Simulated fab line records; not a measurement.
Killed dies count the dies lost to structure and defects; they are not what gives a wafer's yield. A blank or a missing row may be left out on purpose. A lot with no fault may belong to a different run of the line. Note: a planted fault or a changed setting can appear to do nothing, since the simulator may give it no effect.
Check of tool commonality / flow gf180mcu / 13 lots, 39 wafers sampled

## REASON FOR OPENING
1 of 13 lots carry a flag on the reading PSD_TW at GF_PSD_TW_MEAS_11. Wafers without a fault read 3196, standard deviation 26.
Rule: flag the lot when none of its wafers has a number, or when each of its wafers that has one lies beyond 4 standard deviations from that mean. The rest of the lots are taken to be sound.

lot=L229; measured=day 14 07:56; on=film_metro-03; PSD_TW, wafer by wafer=3187 3186 3186; flag=
lot=L230; measured=day 14 10:47; on=film_metro-01; PSD_TW, wafer by wafer=3244 3252 3230; flag=
lot=L232; measured=day 15 05:11; on=film_metro-03; PSD_TW, wafer by wafer=3216 3231 3232; flag=
lot=L234; measured=day 15 18:42; on=film_metro-03; PSD_TW, wafer by wafer=3227 3224 3223; flag=
lot=L235; measured=day 16 07:59; on=film_metro-03; PSD_TW, wafer by wafer=3208 3229 3203; flag=
lot=L236; measured=day 16 17:06; on=film_metro-03; PSD_TW, wafer by wafer=3215 3206 3208; flag=
lot=L237; measured=day 17 00:20; on=film_metro-03; PSD_TW, wafer by wafer=3202 3221 3212; flag=
lot=L239; measured=day 18 05:59; on=film_metro-03; PSD_TW, wafer by wafer=3219 3198 3230; flag=
lot=L240; measured=day 18 10:25; on=film_metro-03; PSD_TW, wafer by wafer=3211 3222 3206; flag=
lot=L241; measured=day 18 18:00; on=film_metro-03; PSD_TW, wafer by wafer=3221 3213 3220; flag=
lot=L243; measured=day 19 04:37; on=film_metro-01; PSD_TW, wafer by wafer=3247 3238 3235; flag=
lot=L244; measured=day 19 18:19; on=film_metro-04; PSD_TW, wafer by wafer=30 30 30; flag=FLAGGED
lot=L246; measured=day 20 09:29; on=film_metro-04; PSD_TW, wafer by wafer=3142 3150 3167; flag=
On average the flagged lots read 30, which is -3166 against the usual, or -99 or more standard deviations.

## WHICH TOOL EACH LOT WENT THROUGH
The record holds 2 process steps before the reading, out of a route of 602 steps. Read each cell as the tool, then ch plus the chambers that the sampled wafers visited, then the start.
lot=L229; flag=; GF_PSD_EXPOSE_04=iline_stepper-02 ch 0, day 13 21:13; GF_PSD_STRIP_10=plasma_asher-04 ch 0,1, day 14 07:50
lot=L230; flag=; GF_PSD_EXPOSE_04=iline_stepper-02 ch 0, day 14 00:09; GF_PSD_STRIP_10=plasma_asher-02 ch 0,1, day 14 10:41
lot=L232; flag=; GF_PSD_EXPOSE_04=iline_stepper-01 ch 0, day 14 17:56; GF_PSD_STRIP_10=plasma_asher-03 ch 0,1, day 15 05:05
lot=L234; flag=; GF_PSD_EXPOSE_04=iline_stepper-01 ch 0, day 15 07:37; GF_PSD_STRIP_10=plasma_asher-02 ch 0,1, day 15 18:36
lot=L235; flag=; GF_PSD_EXPOSE_04=iline_stepper-02 ch 0, day 15 20:25; GF_PSD_STRIP_10=plasma_asher-03 ch 0,1, day 16 07:53
lot=L236; flag=; GF_PSD_EXPOSE_04=iline_stepper-01 ch 0, day 16 05:59; GF_PSD_STRIP_10=plasma_asher-03 ch 0,1, day 16 17:01
lot=L237; flag=; GF_PSD_EXPOSE_04=iline_stepper-02 ch 0, day 16 12:47; GF_PSD_STRIP_10=plasma_asher-02 ch 0,1, day 17 00:14
lot=L239; flag=; GF_PSD_EXPOSE_04=iline_stepper-01 ch 0, day 17 17:34; GF_PSD_STRIP_10=plasma_asher-03 ch 0, day 18 05:52
lot=L240; flag=; GF_PSD_EXPOSE_04=iline_stepper-01 ch 0, day 17 22:52; GF_PSD_STRIP_10=plasma_asher-04 ch 0,1, day 18 10:19
lot=L241; flag=; GF_PSD_EXPOSE_04=iline_stepper-01 ch 0, day 18 06:10; GF_PSD_STRIP_10=plasma_asher-03 ch 1, day 18 17:54
lot=L243; flag=; GF_PSD_EXPOSE_04=iline_stepper-01 ch 0, day 18 16:13; GF_PSD_STRIP_10=plasma_asher-04 ch 0,1, day 19 04:31
lot=L244; flag=FLAGGED; GF_PSD_EXPOSE_04=iline_stepper-01 ch 0, day 19 05:50; GF_PSD_STRIP_10=plasma_asher-04 ch 0,1, day 19 18:13
lot=L246; flag=; GF_PSD_EXPOSE_04=iline_stepper-02 ch 0, day 19 20:43; GF_PSD_STRIP_10=plasma_asher-02 ch 0,1, day 20 09:23
These steps, and what they do:
- GF_PSD_EXPOSE_04: exposes mask Pplus, target cd 400 nm.
- GF_PSD_STRIP_10: strips in O2/N2.
- GF_PSD_TW_MEAS_11

## FLAGGED AGAINST TOTAL, ONE TOOL AT A TIME (gauges that did the reading follow at the end)
step=GF_PSD_EXPOSE_04; tool=iline_stepper-01; lots run=8; flagged=1; share of the flagged lots=all; sound lots run after its first flagged lot=0
step=GF_PSD_EXPOSE_04; tool=iline_stepper-02; lots run=5; flagged=0; share of the flagged lots=none; sound lots run after its first flagged lot=-
step=GF_PSD_STRIP_10; tool=plasma_asher-02; lots run=4; flagged=0; share of the flagged lots=none; sound lots run after its first flagged lot=-
step=GF_PSD_STRIP_10; tool=plasma_asher-03; lots run=5; flagged=0; share of the flagged lots=none; sound lots run after its first flagged lot=-
step=GF_PSD_STRIP_10; tool=plasma_asher-04; lots run=4; flagged=1; share of the flagged lots=all; sound lots run after its first flagged lot=0
step=GF_PSD_TW_MEAS_11; tool=film_metro-01; lots run=2; flagged=0; share of the flagged lots=none; sound lots run after its first flagged lot=-
step=GF_PSD_TW_MEAS_11; tool=film_metro-03; lots run=9; flagged=0; share of the flagged lots=none; sound lots run after its first flagged lot=-
step=GF_PSD_TW_MEAS_11; tool=film_metro-04; lots run=2; flagged=1; share of the flagged lots=all; sound lots run after its first flagged lot=1 (L246)

## WHAT IS ALLOWED BY THE TABLE
Every flagged lot was run by 3 rows of the table: iline_stepper-01 at GF_PSD_EXPOSE_04, plasma_asher-04 at GF_PSD_STRIP_10 and film_metro-04 at GF_PSD_TW_MEAS_11.
- iline_stepper-01 at GF_PSD_EXPOSE_04 ran 8 lots, 1 of them flagged. Last sound lot L243 at day 18 16:13, first flagged lot L244 at day 19 05:50; a fault beginning in between fits.
- plasma_asher-04 at GF_PSD_STRIP_10 ran 4 lots, 1 of them flagged. Last sound lot L243 at day 19 04:31, first flagged lot L244 at day 19 18:13; a fault beginning in between fits.
- film_metro-04 at GF_PSD_TW_MEAS_11 ran 2 lots, 1 of them flagged. Sound lots ran on it after the first flagged one (L246), which a lasting fault on the whole tool wouldn't allow.
A lot count leaves these 2 tools indistinguishable: every one of them fits a fault beginning at some hour. More lots, or a look at what each step does to the wafer, might.

## WHAT THE SIMULATOR HAD INSERTED
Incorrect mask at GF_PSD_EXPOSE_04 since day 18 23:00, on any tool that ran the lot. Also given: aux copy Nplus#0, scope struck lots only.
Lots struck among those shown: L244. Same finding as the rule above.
